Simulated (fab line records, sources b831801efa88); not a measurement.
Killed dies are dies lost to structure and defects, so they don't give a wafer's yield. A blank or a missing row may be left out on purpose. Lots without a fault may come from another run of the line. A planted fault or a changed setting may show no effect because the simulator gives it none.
Which tool did it? | flow sky130 | 10 lots, 30 wafers sampled, at 4 steps of a route of 708

WHAT THE GAUGES READ, wafer by wafer
SKY_VIA1_CD_MEAS_12: target cd 150 nm.
lot  | measured     | on        | cd_nm (nm)
L902 | day 34 01:56 | cd_sem-01 | 148.5 148.0 149.4
L903 | day 34 05:26 | cd_sem-01 | 150.1 149.7 150.8
L906 | day 35 10:55 | cd_sem-02 | 148.6 148.7 149.2
L910 | day 36 16:49 | cd_sem-02 | 156.4 156.2 155.3
L911 | day 36 20:52 | cd_sem-01 | 152.5 154.1 153.1
L912 | day 37 14:38 | cd_sem-01 | 153.3 151.6 151.0
L913 | day 38 04:07 | cd_sem-02 | 148.9 148.3 147.5
L919 | day 39 15:08 | cd_sem-01 | 149.0 148.2 147.4
L918 | day 39 15:49 | cd_sem-01 | 151.5 151.2 151.2
L924 | day 41 01:35 | cd_sem-01 | 152.7 151.8 153.2

WHICH TOOL RAN EACH LOT (tool, then ch and the chambers of the sampled wafers, then the start)
lot  | SKY_METAL1_SPUTTER_00        | SKY_METAL1_SPUTTER_01        | SKY_VIA1_EXPOSE_09
L902 | pvd_sputter-01, day 31 18:57 | pvd_sputter-01, day 31 18:59 | krf_scanner-01 ch 0, day 33 12:44
L903 | pvd_sputter-04, day 31 23:00 | pvd_sputter-04, day 31 23:02 | krf_scanner-02 ch 0, day 33 16:25
L906 | pvd_sputter-01, day 33 04:26 | pvd_sputter-01, day 33 04:28 | krf_scanner-01 ch 0, day 34 21:55
L910 | pvd_sputter-01, day 34 11:25 | pvd_sputter-01, day 34 11:26 | krf_scanner-02 ch 0, day 36 04:34
L911 | pvd_sputter-04, day 34 14:48 | pvd_sputter-04, day 34 14:50 | krf_scanner-02 ch 0, day 36 08:19
L912 | pvd_sputter-01, day 35 08:38 | pvd_sputter-01, day 35 08:39 | krf_scanner-01 ch 0, day 37 01:36
L913 | pvd_sputter-03, day 35 22:27 | pvd_sputter-03, day 35 22:28 | krf_scanner-01 ch 0, day 37 15:55
L919 | pvd_sputter-03, day 37 11:11 | pvd_sputter-03, day 37 11:13 | krf_scanner-01 ch 0, day 39 02:44
L918 | pvd_sputter-03, day 37 11:58 | pvd_sputter-03, day 37 11:59 | krf_scanner-01 ch 0, day 39 03:47
L924 | pvd_sputter-03, day 38 22:24 | pvd_sputter-03, day 38 22:25 | krf_scanner-01 ch 0, day 40 12:55
- SKY_METAL1_SPUTTER_00: material Ti, target thk 15 nm, time 10 s.
- SKY_METAL1_SPUTTER_01: material TiN, target thk 20 nm, time 16.7 s.
- SKY_VIA1_EXPOSE_09: exposes mask VIM, target cd 150 nm.

THE ANSWER, worked out from the rows above alone
Rule: what is usual is taken from the lots themselves. Put in order of their means at a reading, lots are off if they are a third of the lots or fewer, leave a main group of 4 or more, and stand apart from it by a gap of 3 or more times the standard deviation of the main group's means; of several such gaps the widest counts. A main group whose means are all the same, to the digits that the tables above print for the reading, isn't used. A lot without any number at a reading at which 4 lots or more have one is off too. The other lots that the step has rows for count as sound.
No lot is off at any reading shown: from this, nothing can be told.

WHAT THE SIMULATOR HAD PUT IN
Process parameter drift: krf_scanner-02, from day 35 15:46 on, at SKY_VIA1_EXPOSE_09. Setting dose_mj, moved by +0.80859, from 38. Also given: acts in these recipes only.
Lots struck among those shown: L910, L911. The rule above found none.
